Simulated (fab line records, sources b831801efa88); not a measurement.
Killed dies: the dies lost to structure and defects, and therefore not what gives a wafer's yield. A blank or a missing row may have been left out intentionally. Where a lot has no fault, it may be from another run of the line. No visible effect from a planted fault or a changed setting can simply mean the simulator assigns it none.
A struck lot beside a sound one || flow sky130 || 37 steps out of a route of 708
Sound: the wafers L244.1, L244.2, L244.4. The struck wafers were L234.2, L234.5, L234.6. The cause is named last.
At each step with rows: each side's tool, then ch and its chambers, then its first start. Under that, the readings that differ: sound wafers || struck wafers || difference of the means || sigmas: that difference in standard deviations of wafers without a fault.
alike: readings with means less than 2 such deviations apart, plus words and numbers identical on both sides. not compared: withheld readings, readings lacking a value on some wafer, bounds such as >300 that could conceal the same value, and numbers that have no deviation in the record and whose values overlap.
A row with sigmas, a row that says differs or no value, or rows on one side alone: a step with any of these is where the two part. Numbers that have no deviation but don't overlap get no sigmas and don't part them. Lack of a reading on every wafer of one side parts them only where that side has two or more wafers.

first, 4 steps without rows for these wafers: SKY_METAL5_SOFTBAKE_10 (time 60 s); SKY_METAL5_EXPOSE_11 (exposes mask MM5, target cd 1600 nm); SKY_METAL5_PEB_12; SKY_METAL5_DEVELOP_13 (develop time 60 s).
SKY_METAL5_DESCUM_14: chemistry O2, time 11 s.
  sound on rie-metal-02 ch 0,1, day 48 07:38; struck on rie-metal-02 ch 0,1, day 46 02:02
  alike: drypump-motor-current-A, oes-product-au
  not compared: rf-hours-counter-h
SKY_METAL5_METAL_ETCH_15: etches the open film in Cl2/BCl3, stops on SiO2, target depth 1260 nm, time 252 s.
  sound on rie-metal-02 ch 0,1, day 48 07:41; struck on rie-metal-02 ch 0,1, day 46 02:04
{"reading": "bcl3-flow-sccm (sccm)", "sound": "30.27 30.01 30.27", "struck": "29.92 29.93 29.87", "difference": -0.28, "sigmas": -3}
  alike: drypump-motor-current-A, oes-product-au, throttle-valve-pct
  not compared: rf-hours-counter-h
then, 4 steps without rows for these wafers: SKY_METAL5_STRIP_16 (strips in O2/N2); SKY_METAL5_STRIP_17 (strips in post etch residue remover, time 1200 s); SKY_METAL5_CLEAN_18 (cleans in IPA, time 180 s); SKY_METAL5_CLEAN_19 (cleans in O3/DIW).
SKY_PASSIVATION_CVD_00: deposits SiO2, target thk 90 nm.
  sound on pecvd-01 ch 0,1,2, day 48 08:33; struck on pecvd-01 ch 0,2, day 46 02:56
  alike: heater-power-outer-w, heater-power-w
SKY_PASSIVATION_THK_MEAS_01:
  sound: film-metro-01 at day 48 08:34; struck: film-metro-04 at day 46 02:58
  alike: PASSIVATION_CVD_00_THK
SKY_PASSIVATION_CVD_02: deposits Si3N4, target thk 540 nm.
  sound on pecvd-02 ch 0,1, day 48 08:38; struck on pecvd-02 ch 0,2, day 46 03:01
  no value came back on the struck wafers for heater-power-outer-w (W), heater-power-w (W); on the sound wafers heater-power-outer-w (W) reads 527 414 413
then, 7 steps without rows for these wafers: SKY_PASSIVATION_DEHYDRATE_04 (time 60 s); SKY_PASSIVATION_HMDS_05 (prime time 60 s); SKY_PASSIVATION_COAT_06 (resist thk 3000 nm); SKY_PASSIVATION_SOFTBAKE_07; SKY_PASSIVATION_EXPOSE_08 (exposes mask NSM, target cd 3000 nm); SKY_PASSIVATION_PEB_09; SKY_PASSIVATION_DEVELOP_10 (develop time 60 s).
SKY_PASSIVATION_ETCH_11: etches the open film in CF4/O2, stops on AlCu, target depth 725 nm, time 161.1 s.
  sound on rie-diel-04 ch 1,2,3, day 49 02:32; struck on rie-diel-04 ch 0,1,3, day 46 23:23
{"reading": "oes-product-au (a.u.)", "sound": "0.971 0.975 0.991", "struck": "0.990 0.994 0.999", "difference": "+0.015", "sigmas": "+2"}
{"reading": "model.etch.depth-nm (nm)", "sound": "703.1 705.3 710.5", "struck": "725 725 725", "difference": "+19", "sigmas": ""}
{"reading": "model.PASSIVATION.feature-depth-nm (nm)", "sound": "703.1 705.3 710.5", "struck": "725 725 725", "difference": "+19", "sigmas": ""}
  alike: drypump-motor-current-A, throttle-valve-pct
  not compared: rf-hours-counter-h
SKY_PASSIVATION_STRIP_12: strips in O2/N2.
  sound on plasma-asher-02 ch 0,1, day 49 02:39; struck on plasma-asher-03 ch 0,1, day 46 23:30
  alike: drypump-motor-current-A, oes-product-au, strip-time-to-endpoint-s
  not compared: rf-hours-counter-h
then, 7 steps without rows for these wafers: SKY_PAD_OPEN_DEHYDRATE_00 (time 60 s); SKY_PAD_OPEN_HMDS_01 (prime time 60 s); SKY_PAD_OPEN_COAT_02 (resist thk 3000 nm); SKY_PAD_OPEN_SOFTBAKE_03; SKY_PAD_OPEN_EXPOSE_04 (exposes mask PDM, target cd 60000 nm); SKY_PAD_OPEN_PEB_05; SKY_PAD_OPEN_DEVELOP_06 (develop time 60 s).
SKY_PAD_OPEN_ETCH_07: etches the open film in CF4/O2, stops on AlCu, target depth 725 nm, time 161.1 s.
  sound on rie-diel-04 ch 1,2,3, day 49 18:54; struck on rie-diel-03 ch 1,2,3, day 47 19:41
{"reading": "oes-product-au (a.u.)", "sound": "0.978 0.971 0.982", "struck": "0.990 0.991 0.992", "difference": "+0.014", "sigmas": "+2"}
{"reading": "model.etch.depth-nm (nm)", "sound": "703.1 705.3 706.5", "struck": "725 717.1 725", "difference": "+17", "sigmas": ""}
{"reading": "model.PAD_OPEN.feature-depth-nm (nm)", "sound": "703.1 705.3 706.5", "struck": "725 717.1 725", "difference": "+17", "sigmas": ""}
  alike: drypump-motor-current-A, throttle-valve-pct
  not compared: rf-hours-counter-h
SKY_PAD_OPEN_STRIP_08: strips in O2/N2.
  sound on plasma-asher-03 ch 0,1, day 49 19:00; struck on plasma-asher-03 ch 0,1, day 47 19:48
  alike: drypump-motor-current-A, oes-product-au, strip-time-to-endpoint-s
  not compared: rf-hours-counter-h
then, 4 steps without rows for these wafers: SKY_PAD_OPEN_STRIP_09 (strips in post etch residue remover, time 1200 s); SKY_PAD_OPEN_CLEAN_10 (cleans in IPA, time 180 s); SKY_PAD_OPEN_CLEAN_11 (cleans in O3/DIW); SKY_PAD_OPEN_ANNEAL_12.
SKY_PAD_OPEN_BOW_MEAS_13:
  sound: film-metro-03 at day 49 21:06; struck: film-metro-04 at day 47 22:03
{"reading": "PAD_OPEN_BOW (um)", "sound": "57 55 50", "struck": "28 25 34", "difference": -25, "sigmas": -3}
SKY_PAD_OPEN_PROBE_99:
  sound: prober-02 at day 49 21:13; struck: prober-02 at day 47 22:12
  alike: defect-limited-yield, killed_at_M0_to_M3, killed_at_M4_up, killed-at-contacts, killed-at-front-end, killed-at-other, killed-dies, killed-open, killed-short, sort_bin_3_pad_short, sort_bin_5_function, sort_bin_6_memory, sort-n-pass, sort-yield-pct

WHERE THEY PART
Last at SKY_PAD_OPEN_BOW_MEAS_13 as far as this record goes, first at SKY_METAL5_METAL_ETCH_15. Later steps at which nothing parts them and some readings are alike: SKY_PAD_OPEN_PROBE_99.

WHY: the cause the simulator had injected
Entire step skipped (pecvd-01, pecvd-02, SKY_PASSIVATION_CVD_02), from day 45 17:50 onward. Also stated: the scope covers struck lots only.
